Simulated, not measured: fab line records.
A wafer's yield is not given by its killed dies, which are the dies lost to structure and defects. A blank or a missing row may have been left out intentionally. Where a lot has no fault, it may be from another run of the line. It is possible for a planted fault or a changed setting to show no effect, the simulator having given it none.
Which tool was responsible? -- flow gf180mcu -- 72 wafers from 24 lots sampled at 6 of the route's 602 steps

## WHAT THE GAUGES READ, wafer by wafer
GF_V4_THK_MEAS_01. Usual: V4_CVD_00_THK typically reads 603 nm, with standard deviation 5.4.
lot,measured,on,V4_CVD_00_THK (nm),flag
L074,day 24 02:27,film_metro-04,592 603 604,
L075,day 24 03:07,film_metro-04,605 602 604,
L076,day 24 14:55,film_metro-04,605 602 601,
L077,day 24 20:29,film_metro-02,600 589 598,
L078,day 25 01:03,film_metro-01,598 598 601,
L079,day 25 03:34,film_metro-01,602 603 603,
L080,day 25 16:18,film_metro-02,606 610 610,
L081,day 25 22:11,film_metro-02,611 606 607,
L082,day 26 09:29,film_metro-01,601 599 601,
L083,day 27 02:47,film_metro-04,599 603 600,
L084,day 27 04:35,film_metro-04,604 603 600,
L085,day 27 07:51,film_metro-04,597 597 601,
L086,day 27 16:15,film_metro-04,599 603 602,
L087,day 28 01:59,film_metro-01,603 605 603,
L088,day 28 07:49,film_metro-01,593 598 601,
L089,day 28 10:29,film_metro-04,597 600 611,
L090,day 28 16:24,film_metro-04,598 608 602,
L091,day 29 01:36,film_metro-01,596 590 595,
L092,day 29 05:32,film_metro-04,608 609 604,
L093,day 29 18:08,film_metro-04,601 598 602,
L094,day 29 22:29,film_metro-01,607 607 604,
L095,day 30 05:35,film_metro-01,604 605 612,
L096,day 30 11:10,film_metro-01,611 611 613,
L097,day 30 15:24,film_metro-04,601 614 610,

GF_PASSIVATION_BOW_MEAS_14. Usual: PASSIVATION_BOW typically reads 136 um, with standard deviation 8.4.
lot,measured,on,PASSIVATION_BOW (um),flag
L074,day 29 15:26,film_metro-02,140 135 144,
L075,day 29 16:53,film_metro-04,126 130 130,
L076,day 30 02:16,film_metro-01,141 146 154,
L077,day 30 07:19,film_metro-02,129 133 143,
L078,day 30 10:31,film_metro-02,141 144 144,
L079,day 30 13:32,film_metro-02,142 137 141,
L080,day 30 23:47,film_metro-04,136 126 134,
L081,day 31 05:16,film_metro-04,124 128 130,
L082,day 31 15:02,film_metro-02,132 118 121,
L083,day 32 03:47,film_metro-02,134 135 130,
L084,day 32 07:50,film_metro-02,139 127 142,
L085,day 32 10:43,film_metro-04,133 145 137,
L086,day 32 17:08,film_metro-04,123 129 121,
L087,day 33 02:01,film_metro-02,132 135 134,
L088,day 33 04:58,film_metro-01,135 131 134,
L089,day 33 06:48,film_metro-01,138 141 138,
L090,day 33 12:34,film_metro-01,149 148 154,
L091,day 33 20:01,film_metro-02,139 131 138,
L092,day 33 23:01,film_metro-01,153 145 143,
L093,day 34 08:11,film_metro-01,137 139 134,
L094,day 34 11:58,film_metro-02,138 127 125,
L095,day 34 18:04,film_metro-02,145 138 145,
L096,day 34 22:14,film_metro-02,133 133 148,
L097,day 35 00:37,film_metro-02,141 143 140,

## TOOL THAT RAN EACH LOT (tool first, then ch and the chambers of the sampled wafers, then the start)
lot,GF_M4_STRIP_17,GF_V4_CMP_04,GF_V5_ETCH_16,GF_TOP_METAL_SPUTTER_01
L074,"plasma_asher-02 ch 0,1, day 24 01:52","cmp-01 ch 1,2,3, day 24 02:37","rie_diel-02 ch 0,1,3, day 27 18:32","pvd_sputter-03, day 27 20:01"
L075,"plasma_asher-04 ch 0,1, day 24 02:10","cmp-01 ch 0,1, day 24 03:18","rie_diel-03 ch 0,1,3, day 27 19:26","pvd_sputter-04, day 27 20:55"
L076,"plasma_asher-04 ch 0,1, day 24 14:17","cmp-01 ch 0,1, day 24 15:05","rie_diel-03 ch 1,2, day 28 06:19","pvd_sputter-01, day 28 07:49"
L077,"plasma_asher-02 ch 1, day 24 19:52","cmp-01 ch 1,2,3, day 24 20:43","rie_diel-03 ch 1,2,3, day 28 11:11","pvd_sputter-03, day 28 12:47"
L078,"plasma_asher-02 ch 0,1, day 25 00:26","cmp-01 ch 1,2, day 25 01:14","rie_diel-04 ch 1,3, day 28 15:29","pvd_sputter-01, day 28 17:23"
L079,"plasma_asher-04 ch 0,1, day 25 02:59","cmp-01 ch 1,2, day 25 03:44","rie_diel-04 ch 0,2, day 28 18:17","pvd_sputter-01, day 28 19:47"
L080,"plasma_asher-04 ch 0,1, day 25 15:40","cmp-02 ch 0,1, day 25 16:58","rie_diel-04 ch 1,2,3, day 29 05:56","pvd_sputter-01, day 29 07:27"
L081,"plasma_asher-02 ch 0,1, day 25 21:34","cmp-01 ch 0,1,3, day 25 22:24","rie_diel-04 ch 0,2,3, day 29 12:08","pvd_sputter-03, day 29 13:41"
L082,"plasma_asher-02 ch 0,1, day 26 08:52","cmp-02 ch 0,1,2, day 26 09:42","rie_diel-04 ch 0,2,3, day 29 22:19","pvd_sputter-04, day 29 23:49"
L083,"plasma_asher-02 ch 0,1, day 27 02:10","cmp-02 ch 0,2,3, day 27 03:03","rie_diel-02 ch 0,1,2, day 30 11:52","pvd_sputter-04, day 30 13:20"
L084,"plasma_asher-04 ch 0,1, day 27 03:52","cmp-01 ch 0,1,3, day 27 04:49","rie_diel-04 ch 0,1,3, day 30 15:47","pvd_sputter-01, day 30 17:17"
L085,"plasma_asher-04 ch 0,1, day 27 07:14","cmp-02 ch 0,1,2, day 27 08:08","rie_diel-04 ch 0,1,2, day 30 19:14","pvd_sputter-03, day 30 20:43"
L086,"plasma_asher-03 ch 0,1, day 27 15:38","cmp-01 ch 2,3, day 27 16:26","rie_diel-03 ch 1,3, day 31 01:28","pvd_sputter-03, day 31 02:56"
L087,"plasma_asher-02 ch 0,1, day 28 01:22","cmp-01 ch 1,2, day 28 02:13","rie_diel-02 ch 2,3, day 31 11:20","pvd_sputter-01, day 31 12:49"
L088,"plasma_asher-04 ch 0,1, day 28 06:52","cmp-02 ch 0,3, day 28 07:59","rie_diel-03 ch 0,1, day 31 14:52","pvd_sputter-03, day 31 16:20"
L089,"plasma_asher-03 ch 0,1, day 28 09:52","cmp-02 ch 0,2,3, day 28 10:46","rie_diel-02 ch 0,1,3, day 31 16:52","pvd_sputter-04, day 31 18:20"
L090,"plasma_asher-03 ch 0,1, day 28 15:23","cmp-01 ch 0,1,3, day 28 16:35","rie_diel-03 ch 0,1,3, day 31 23:16","pvd_sputter-04, day 32 00:46"
L091,"plasma_asher-03 ch 0,1, day 29 00:58","cmp-01 ch 0,1,2, day 29 01:47","rie_diel-02 ch 0,1,3, day 32 07:22","pvd_sputter-04, day 32 08:50"
L092,"plasma_asher-04 ch 0,1, day 29 04:55","cmp-01 ch 0,2,3, day 29 05:43","rie_diel-02 ch 0,1,2, day 32 10:34","pvd_sputter-01, day 32 12:08"
L093,"plasma_asher-03 ch 0,1, day 29 17:30","cmp-02 ch 0,1, day 29 18:20","rie_diel-02 ch 0,1,2, day 32 20:53","pvd_sputter-03, day 32 22:22"
L094,"plasma_asher-02 ch 0,1, day 29 21:52","cmp-01 ch 0,2,3, day 29 22:42","rie_diel-04 ch 1,2,3, day 32 23:50","pvd_sputter-01, day 33 01:21"
L095,"plasma_asher-03 ch 0,1, day 30 04:55","cmp-02 ch 0,1,3, day 30 05:46","rie_diel-02 ch 0,1,2, day 33 06:40","pvd_sputter-01, day 33 08:09"
L096,"plasma_asher-03 ch 0,1, day 30 10:34","cmp-02 ch 1,2,3, day 30 11:24","rie_diel-02 ch 0,2, day 33 11:49","pvd_sputter-04, day 33 13:17"
L097,"plasma_asher-02 ch 0,1, day 30 14:47","cmp-01 ch 0,1,2, day 30 15:41","rie_diel-02 ch 2,3, day 33 14:25","pvd_sputter-04, day 33 15:59"
- GF_M4_STRIP_17: strips in O2/N2.
- GF_V4_CMP_04: polishes SiO2.
- GF_V5_ETCH_16: etches BARC in N2/H2.
- GF_TOP_METAL_SPUTTER_01: material TiN, target thk 30 nm, time 25 s.

## AS READ BY THE TOOLS THEMSELVES (means over the sampled wafers that have a number; for cases with no such wafer, the mark the record gives instead)
GF_M4_STRIP_17. Usual: drypump_motor_current_A 5.5 A, standard deviation 0.63; heater_power_w 333 W, standard deviation 16; n2_flow_sccm 300.0 sccm, standard deviation 0.9; oes_product_au 0.537 a.u., standard deviation 0.0055; strip_time_to_endpoint_s 7.37 s, standard deviation 0.048.
lot,tool,drypump_motor_current_A (A),heater_power_w (W),n2_flow_sccm (sccm),oes_product_au (a.u.),strip_time_to_endpoint_s (s),flag
L074,plasma_asher-02,4.9,352,299.6,0.541,7.40,
L075,plasma_asher-04,6.1,328,300.2,0.535,7.40,
L076,plasma_asher-04,6.1,327,299.7,0.540,7.37,
L077,plasma_asher-02,4.7,348,300.9,0.536,7.31,
L078,plasma_asher-02,4.9,346,299.1,0.536,7.32,
L079,plasma_asher-04,5.8,324,300.5,0.541,7.39,
L080,plasma_asher-04,6.1,331,300.7,0.535,7.36,
L081,plasma_asher-02,4.9,355,301.0,0.541,7.37,
L082,plasma_asher-02,4.9,352,299.7,0.536,7.38,
L083,plasma_asher-02,5.0,354,300.0,0.536,7.39,
L084,plasma_asher-04,5.8,325,300.7,0.540,7.41,
L085,plasma_asher-04,6.1,330,299.2,0.538,7.44,
L086,plasma_asher-03,5.7,326,300.4,0.539,7.35,
L087,plasma_asher-02,4.8,353,299.8,0.531,7.32,
L088,plasma_asher-04,6.2,329,300.1,0.538,7.39,
L089,plasma_asher-03,5.7,324,300.7,0.543,7.39,
L090,plasma_asher-03,6.0,317,299.1,0.538,7.39,
L091,plasma_asher-03,6.0,321,299.9,0.537,7.32,
L092,plasma_asher-04,6.1,328,299.9,0.534,7.38,
L093,plasma_asher-03,6.0,314,300.7,0.537,7.37,
L094,plasma_asher-02,4.8,349,300.5,0.535,7.29,
L095,plasma_asher-03,6.0,318,300.5,0.539,7.37,
L096,plasma_asher-03,6.0,318,300.4,0.532,7.37,
L097,plasma_asher-02,4.8,345,300.3,0.541,7.38,

GF_V4_CMP_04. Usual: edge_zone_pressure_frac 1.000, standard deviation 0.0041; motor_current_A 11.4 A, standard deviation 0.67; time_to_endpoint_s 82 s, standard deviation 4.9.
lot,tool,edge_zone_pressure_frac,motor_current_A (A),time_to_endpoint_s (s),flag
L074,cmp-01,0.997,11.3,87,
L075,cmp-01,1.003,11.9,75,
L076,cmp-01,0.998,11.4,84,
L077,cmp-01,1.001,11.1,84,
L078,cmp-01,0.998,11.1,80,
L079,cmp-01,0.997,11.6,88,
L080,cmp-02,1.002,11.6,77,
L081,cmp-01,1.002,11.2,79,
L082,cmp-02,1.001,11.6,83,
L083,cmp-02,0.997,12.2,84,
L084,cmp-01,1.001,11.7,80,
L085,cmp-02,1.002,11.7,83,
L086,cmp-01,0.998,10.8,77,
L087,cmp-01,0.999,11.6,82,
L088,cmp-02,0.998,12.1,83,
L089,cmp-02,1.000,11.7,78,
L090,cmp-01,1.001,11.1,84,
L091,cmp-01,1.003,11.2,74,
L092,cmp-01,0.996,10.7,80,
L093,cmp-02,0.998,11.7,83,
L094,cmp-01,1.005,10.7,80,
L095,cmp-02,1.000,12.2,80,
L096,cmp-02,0.996,11.6,81,
L097,cmp-01,0.995,11.4,90,

GF_V5_ETCH_16. Usual: drypump_motor_current_A 5.6 A, standard deviation 0.44; n2_flow_sccm 100.0 sccm, standard deviation 0.31; oes_product_au 0.856 a.u., standard deviation 0.005; throttle_valve_pct 13.225 %, standard deviation 0.0091.
lot,tool,drypump_motor_current_A (A),n2_flow_sccm (sccm),oes_product_au (a.u.),throttle_valve_pct (%),flag
L074,rie_diel-02,5.5,100.2,0.854,13.218,
L075,rie_diel-03,5.6,100.0,0.848,13.225,
L076,rie_diel-03,5.0,100.1,0.854,13.229,
L077,rie_diel-03,5.4,99.8,0.853,13.216,
L078,rie_diel-04,5.7,100.1,0.860,13.231,
L079,rie_diel-04,5.6,100.3,0.859,13.220,
L080,rie_diel-04,6.0,100.1,0.853,13.217,
L081,rie_diel-04,5.9,100.0,0.858,13.217,
L082,rie_diel-04,6.0,99.8,0.858,13.226,
L083,rie_diel-02,5.7,99.9,0.858,13.218,
L084,rie_diel-04,5.6,99.8,0.856,13.224,
L085,rie_diel-04,5.7,99.9,0.858,13.227,
L086,rie_diel-03,5.8,100.2,0.861,13.227,
L087,rie_diel-02,5.6,100.1,0.856,13.235,
L088,rie_diel-03,5.4,99.8,0.855,13.220,
L089,rie_diel-02,5.4,100.0,0.851,13.221,
L090,rie_diel-03,5.6,100.0,0.851,13.222,
L091,rie_diel-02,5.4,100.0,0.852,13.234,
L092,rie_diel-02,5.7,100.0,0.854,13.231,
L093,rie_diel-02,5.7,100.0,0.863,13.223,
L094,rie_diel-04,6.0,99.6,0.863,13.228,
L095,rie_diel-02,5.7,99.9,0.857,13.226,
L096,rie_diel-02,6.0,99.9,0.853,13.233,
L097,rie_diel-02,5.9,99.9,0.857,13.226,

GF_TOP_METAL_SPUTTER_01. Usual: 30.5 % for throttle_valve_pct, sd 0.8.
lot,tool,throttle_valve_pct (%),flag
L074,pvd_sputter-03,30.4,
L075,pvd_sputter-04,31.0,
L076,pvd_sputter-01,29.8,
L077,pvd_sputter-03,31.1,
L078,pvd_sputter-01,29.5,
L079,pvd_sputter-01,29.4,
L080,pvd_sputter-01,29.7,
L081,pvd_sputter-03,31.1,
L082,pvd_sputter-04,30.9,
L083,pvd_sputter-04,30.9,
L084,pvd_sputter-01,29.6,
L085,pvd_sputter-03,30.9,
L086,pvd_sputter-03,31.1,
L087,pvd_sputter-01,29.8,
L088,pvd_sputter-03,30.9,
L089,pvd_sputter-04,31.0,
L090,pvd_sputter-04,30.9,
L091,pvd_sputter-04,31.2,
L092,pvd_sputter-01,29.7,
L093,pvd_sputter-03,31.6,
L094,pvd_sputter-01,29.6,
L095,pvd_sputter-01,29.7,
L096,pvd_sputter-04,31.1,
L097,pvd_sputter-04,30.8,

## THE ANSWER, worked out from the rows above alone
Rule: a lot is off if the mean of its wafers that have a number lies more than 3 standard deviations from the usual mean. Also off: a lot with no number at a reading for which 4 or more lots have one. Any other lot the step has rows for is counted as sound. First the gauges in route order, then the tools' own readings, where a lot's mean is used as printed above. The first step at which some lot is off is used, and at that step the reading that is off furthest; a lot without a number counts as furthest.
Across all readings shown, no lot is off: no conclusion can be drawn from this.

## WHAT WAS PUT IN BY THE SIMULATOR
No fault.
